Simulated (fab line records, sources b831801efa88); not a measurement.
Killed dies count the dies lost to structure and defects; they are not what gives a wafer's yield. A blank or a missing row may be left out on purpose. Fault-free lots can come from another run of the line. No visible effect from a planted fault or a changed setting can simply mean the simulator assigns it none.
One fault through the eyes of 2 desks + flow sky130 + each desk has only its own numbers; what lay behind them comes last

AT THE METROLOGY DESK
What the gauges read, lot by lot, whatever tool the lot ran on: means of the sampled wafers that have a number. If a lot's mean is further than 4 standard deviations from the usual mean, the lot is out of limits and carries the mark OUT (the distance appears in the brackets).
Columns: A = POLY_GATE_OXIDATION_THK at SKY_POLY_GATE_THK_MEAS_21, usual 4.00 nm; B = cdNm at SKY_POLY_GATE_CD_MEAS_22, usual 150.2 nm; C = LDD_N_OVL at SKY_LDD_N_OVL_MEAS_07, usual -0.9 nm
| lot  | first seen here | A    | B     | C    |
|------|-----------------|------|-------|------|
| L472 | day 16 21:47    | 3.89 | 151.5 | -1.2 |
| L484 | day 22 00:14    | 3.96 | 151.9 | -0.9 |
| L487 | day 22 16:10    | 4.00 | 151.7 | -1.0 |
| L489 | day 23 04:29    | 3.99 | 152.6 | -1.5 |
| L492 | day 24 04:16    | 3.99 | 147.6 | -0.8 |
| L494 | day 24 20:53    | 3.96 | 150.3 | 0.1  |
This desk's verdict: no lot among the 6 shows anything out of limits.

THE TOOL OWNER'S DESK: implanter-03
SKY_LDD_N_IMPLANT_09, tool's own readings: per-lot mean of the sampled wafers with a number, covering each lot this tool ran. If a lot's mean is further than 4 standard deviations from the usual mean, the lot is out of limits and carries the mark OUT (the distance appears in the brackets).
Columns: A = doseIonsCm2 at SKY_LDD_N_IMPLANT_09, usual 7.5e+13; B = faradayCurrentUA at SKY_LDD_N_IMPLANT_09, usual 419
| lot  | first seen here | A                 | B   |
|------|-----------------|-------------------|-----|
| L484 | day 23 07:13    | 6.8e+13 (-87) OUT | 382 |
| L487 | day 23 21:51    | 6.8e+13 (-86) OUT | 385 |
| L494 | day 26 02:51    | 7.5e+13           | 420 |
This desk's verdict: out of limits on L484, L487, starting with L484 at day 23 07:13 (doseIonsCm2 at SKY_LDD_N_IMPLANT_09). Within limits: L494.

ALL TOGETHER
On L484, L487, at day 23 07:13, an alarm was possible from the tool owner's desk.
Nothing out of limits was seen by the metrology desk.
The metrology desk holds a record of L484, L487, inside its limits.
SKY_LDD_N_IMPLANT_09 was run on implanter-03 by each of the lots named.

WHAT THE SIMULATOR PUT IN
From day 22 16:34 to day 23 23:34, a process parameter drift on implanter-03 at SKY_LDD_N_IMPLANT_09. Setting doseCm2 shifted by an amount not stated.
Struck lots among those shown: L484, L487.
Time in hours from fault onset to the first out-of-limits reading at each desk: the tool owner's desk, 15.
